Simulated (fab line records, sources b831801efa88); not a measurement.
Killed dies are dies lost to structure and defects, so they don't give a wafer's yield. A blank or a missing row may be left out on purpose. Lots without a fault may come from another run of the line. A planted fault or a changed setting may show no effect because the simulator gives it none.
Which tool did it? | flow sfq_line | 14 lots, 41 wafers sampled, at 5 steps of a route of 325

WHAT THE GAUGES READ, wafer by wafer
The record holds no reading of a measuring or inspecting step that can be judged against a usual standard deviation.

WHICH TOOL RAN EACH LOT (tool, then ch and the chambers of the sampled wafers, then the start)
lot  | SFQ_TRILAYER_I2_VIA_BARC_OPEN_VIA_ETCH_096 | SFQ_TRILAYER_I3_DEP_PECVD_081   | SFQ_TRILAYER_I3_CMP_CMP_082   | SFQ_TRILAYER_M4_STRIP_STRIP_097   | SFQ_TRILAYER_I4_DEP_PECVD_099
L464 | rie_diel-01 ch 0,1,2, day 37 19:26         | pecvd-03 ch 0,2, day 42 04:06   | cmp-01 ch 1,2,3, day 44 16:08 | rie_metal-04 ch 0,1, day 53 21:50 | pecvd-04 ch 0,2, day 53 22:38
L465 | rie_diel-04 ch 1,2, day 37 21:50           | pecvd-02 ch 0,2, day 42 08:28   | cmp-02 ch 0,1,2, day 44 21:26 | rie_metal-03 ch 0,1, day 54 06:05 | pecvd-04 ch 0,2, day 54 06:39
L466 | rie_diel-02 ch 0,2,3, day 37 23:02         | pecvd-04 ch 0,1,2, day 42 08:53 | cmp-01 ch 1,2, day 44 22:08   | rie_metal-04 ch 0,1, day 54 07:05 | pecvd-01 ch 0,2, day 54 07:51
L467 | rie_diel-01 ch 0,1,2, day 38 01:26         | pecvd-02 ch 0,1,2, day 42 12:29 | cmp-02 ch 1,2,3, day 44 23:26 | rie_metal-03 ch 0,1, day 54 09:29 | pecvd-02 ch 0,1,2, day 54 10:15
L468 | rie_diel-04 ch 0,1, day 38 03:50           | pecvd-04 ch 0,1,2, day 42 14:53 | cmp-01 ch 0,1, day 45 01:38   | rie_metal-04 ch 0,1, day 54 12:05 | pecvd-01 ch 1,2, day 54 12:39
L471 | rie_diel-04 ch 1,3, day 38 11:02           | pecvd-04 ch 0,2, day 42 22:28   | cmp-02 ch 0,1,2, day 45 05:56 | rie_metal-03 ch 0,1, day 54 22:14 | pecvd-01 ch 0,2, day 54 23:01
L473 | rie_diel-01 ch 0,1,3, day 38 15:50         | pecvd-02 ch 0,1,2, day 43 03:16 | cmp-01 ch 0,1, day 45 10:38   | rie_metal-04 ch 0,1, day 55 07:50 | pecvd-02 ch 0,1,2, day 55 08:36
L474 | rie_diel-02 ch 2,3, day 38 18:37           | pecvd-04 ch 0,2, day 43 06:35   | cmp-01 ch 1,2, day 45 13:38   | rie_metal-03 ch 0, day 55 10:49   | pecvd-01 ch 0,1, day 55 11:48
L476 | rie_diel-04 ch 0,1,2, day 38 21:01         | pecvd-02 ch 0,2, day 43 09:46   | cmp-01 ch 0,1, day 45 16:08   | rie_metal-04 ch 0,1, day 55 15:02 | pecvd-02 ch 0,1,2, day 55 15:48
L477 | rie_diel-02 ch 2,3, day 38 23:25           | pecvd-04 ch 1,2, day 43 11:24   | cmp-02 ch 0,1,3, day 45 19:04 | rie_metal-02 ch 0,1, day 55 16:14 | pecvd-01 ch 0,1,2, day 55 17:00
L479 | rie_diel-04 ch 0,1, day 39 05:25           | pecvd-02 ch 0,2, day 43 13:48   | cmp-02 ch 1,2, day 45 22:04   | rie_metal-04 ch 0,1, day 55 21:02 | pecvd-04 ch 0,1, day 55 21:48
L481 | rie_diel-01 ch 1,3, day 39 07:49           | pecvd-03 ch 0,1,2, day 43 17:24 | cmp-02 ch 0,2,3, day 46 01:04 | rie_metal-02 ch 0,1, day 56 00:38 | pecvd-04 ch 0,1, day 56 01:25
L484 | rie_diel-01 ch 0,1, day 39 15:37           | pecvd-03 ch 0,1,2, day 43 22:12 | cmp-01 ch 0,1,2, day 46 04:08 | rie_metal-03 ch 0,1, day 56 06:38 | pecvd-01 ch 0,1, day 56 07:25
L485 | rie_diel-04 ch 0,1,3, day 44 15:01         | pecvd-03 ch 0,1,2, day 45 02:47 | cmp-02 ch 0,1,3, day 47 02:34 | rie_metal-04 ch 0,1, day 57 03:02 | pecvd-02 ch 0,1,2, day 57 03:48
- SFQ_TRILAYER_I2_VIA_BARC_OPEN_VIA_ETCH_096: etches BARC in O2, target depth 125 nm, time 41.7 s.
- SFQ_TRILAYER_I3_DEP_PECVD_081: deposits SiO2 from SiH4/N2O, time 111.11 s, target thk 500 nm.
- SFQ_TRILAYER_I3_CMP_CMP_082: polishes SiO2.
- SFQ_TRILAYER_M4_STRIP_STRIP_097: strips in O2.
- SFQ_TRILAYER_I4_DEP_PECVD_099: deposits SiO2 from SiH4/N2O, time 111.11 s, target thk 500 nm.

WHAT THE TOOLS THEMSELVES READ (means of the sampled wafers that have a number; where no wafer has one, the mark that the record gives instead)
SFQ_TRILAYER_I2_VIA_BARC_OPEN_VIA_ETCH_096.
lot  | tool        | drypump_motor_current_A (A) | oes_product_au (a.u.)
L464 | rie_diel-01 | 5.6                         | 0.682
L465 | rie_diel-04 | 5.3                         | 0.685
L466 | rie_diel-02 | 5.6                         | 0.691
L467 | rie_diel-01 | 5.6                         | 0.677
L468 | rie_diel-04 | 5.9                         | 0.686
L471 | rie_diel-04 | 5.2                         | 0.685
L473 | rie_diel-01 | 5.5                         | 0.681
L474 | rie_diel-02 | 5.5                         | 0.688
L476 | rie_diel-04 | 5.6                         | 0.685
L477 | rie_diel-02 | 5.7                         | 0.683
L479 | rie_diel-04 | 6.3                         | 0.686
L481 | rie_diel-01 | 5.4                         | 0.688
L484 | rie_diel-01 | 5.3                         | 0.688
L485 | rie_diel-04 | 5.7                         | 0.683

SFQ_TRILAYER_I3_DEP_PECVD_081.
lot  | tool     | heater_power_w (W) | rf_fwd_power_W (W) | showerhead_vpp_V (V) | throttle_valve_pct (%)
L464 | pecvd-03 | 64                 | 182.8              | 851                  | 23.1
L465 | pecvd-02 | 60                 | 182.6              | 855                  | 25.3
L466 | pecvd-04 | 78                 | 182.4              | 846                  | 24.7
L467 | pecvd-02 | 78                 | 181.9              | 847                  | 25.5
L468 | pecvd-04 | 83                 | 182.3              | 845                  | 24.6
L471 | pecvd-04 | 78                 | 182.6              | 836                  | 24.8
L473 | pecvd-02 | 72                 | 182.0              | 852                  | 25.5
L474 | pecvd-04 | 46                 | 255.0              | 1008                 | 24.9
L476 | pecvd-02 | 62                 | 182.3              | 861                  | 25.6
L477 | pecvd-04 | 50                 | 255.2              | 1012                 | 24.8
L479 | pecvd-02 | 64                 | 182.9              | 866                  | 25.5
L481 | pecvd-03 | 79                 | 182.4              | 833                  | 23.1
L484 | pecvd-03 | 73                 | 182.7              | 838                  | 23.1
L485 | pecvd-03 | 77                 | 182.2              | 838                  | 23.4

SFQ_TRILAYER_I3_CMP_CMP_082.
lot  | tool   | motor_current_A (A) | platen_rpm (rpm) | time_to_endpoint_s (s)
L464 | cmp-01 | 10.0                | 60.02            | 207
L465 | cmp-02 | 9.4                 | 59.97            | 220
L466 | cmp-01 | 10.4                | 60.06            | 217
L467 | cmp-02 | 9.6                 | 60.01            | 217
L468 | cmp-01 | 10.3                | 59.98            | 211
L471 | cmp-02 | 8.9                 | 60.05            | 213
L473 | cmp-01 | 10.9                | 60.00            | 231
L474 | cmp-01 | 10.3                | 60.02            | 245
L476 | cmp-01 | 11.1                | 59.98            | 222
L477 | cmp-02 | 10.0                | 60.00            | 250
L479 | cmp-02 | 8.8                 | 59.99            | 220
L481 | cmp-02 | 10.4                | 59.97            | 218
L484 | cmp-01 | 10.4                | 60.02            | 209
L485 | cmp-02 | 10.1                | 60.06            | 215

SFQ_TRILAYER_M4_STRIP_STRIP_097.
lot  | tool         | drypump_motor_current_A (A) | oes_product_au (a.u.)
L464 | rie_metal-04 | 6.1                         | 0.993
L465 | rie_metal-03 | 5.3                         | 1.002
L466 | rie_metal-04 | 6.1                         | 1.002
L467 | rie_metal-03 | 5.3                         | 1.001
L468 | rie_metal-04 | 6.2                         | 1.005
L471 | rie_metal-03 | 5.3                         | 1.007
L473 | rie_metal-04 | 6.2                         | 1.000
L474 | rie_metal-03 | 5.4                         | 1.007
L476 | rie_metal-04 | 6.2                         | 1.001
L477 | rie_metal-02 | 6.0                         | 1.002
L479 | rie_metal-04 | 6.1                         | 1.009
L481 | rie_metal-02 | 5.9                         | 0.994
L484 | rie_metal-03 | 5.4                         | 0.998
L485 | rie_metal-04 | 6.1                         | 1.009

SFQ_TRILAYER_I4_DEP_PECVD_099.
lot  | tool     | heater_power_w (W) | rf_fwd_power_W (W) | showerhead_vpp_V (V) | throttle_valve_pct (%)
L464 | pecvd-04 | 72                 | 181.9              | 859                  | 25.4
L465 | pecvd-04 | 76                 | 182.5              | 853                  | 25.3
L466 | pecvd-01 | 76                 | 182.4              | 863                  | 25.6
L467 | pecvd-02 | 74                 | 182.2              | 846                  | 25.5
L468 | pecvd-01 | 86                 | 182.5              | 860                  | 24.6
L471 | pecvd-01 | 78                 | 182.3              | 853                  | 26.0
L473 | pecvd-02 | 71                 | 182.5              | 846                  | 25.4
L474 | pecvd-01 | 76                 | 182.1              | 851                  | 25.1
L476 | pecvd-02 | 70                 | 182.3              | 848                  | 25.5
L477 | pecvd-01 | 75                 | 182.8              | 849                  | 25.2
L479 | pecvd-04 | 87                 | 183.0              | 824                  | 25.3
L481 | pecvd-04 | 89                 | 181.7              | 819                  | 25.3
L484 | pecvd-01 | 75                 | 182.1              | 840                  | 24.5
L485 | pecvd-02 | 81                 | 182.5              | 848                  | 23.4

THE ANSWER, worked out from the rows above alone
Rule: what is usual is taken from the lots themselves. Put in order of their means at a reading, lots are off if they are a third of the lots or fewer, leave a main group of 4 or more, and stand apart from it by a gap of 3 or more times the standard deviation of the main group's means; of several such gaps the widest counts. A main group whose means are all the same, to the digits that the tables above print for the reading, isn't used. A lot without any number at a reading at which 4 lots or more have one is off too. The other lots that the step has rows for count as sound. The gauges are gone through in route order, then the tools' own readings, and for those a lot's mean is taken as printed above. The first step at which some lot is off is used, and at that step the reading that is off furthest; a lot without a number counts as furthest.
Off: L474, L477, at SFQ_TRILAYER_I3_DEP_PECVD_081 (rf_fwd_power_W). The main group: mean 182.4 W, standard deviation 0.29.
A tool fits if, at that step or a process step before it, it ran every lot that is off, and no sound lot after the first of them. Can't be told from this: 2 tools fit, rie_diel-02 at SFQ_TRILAYER_I2_VIA_BARC_OPEN_VIA_ETCH_096, pecvd-04 at SFQ_TRILAYER_I3_DEP_PECVD_081.

WHAT THE SIMULATOR HAD PUT IN
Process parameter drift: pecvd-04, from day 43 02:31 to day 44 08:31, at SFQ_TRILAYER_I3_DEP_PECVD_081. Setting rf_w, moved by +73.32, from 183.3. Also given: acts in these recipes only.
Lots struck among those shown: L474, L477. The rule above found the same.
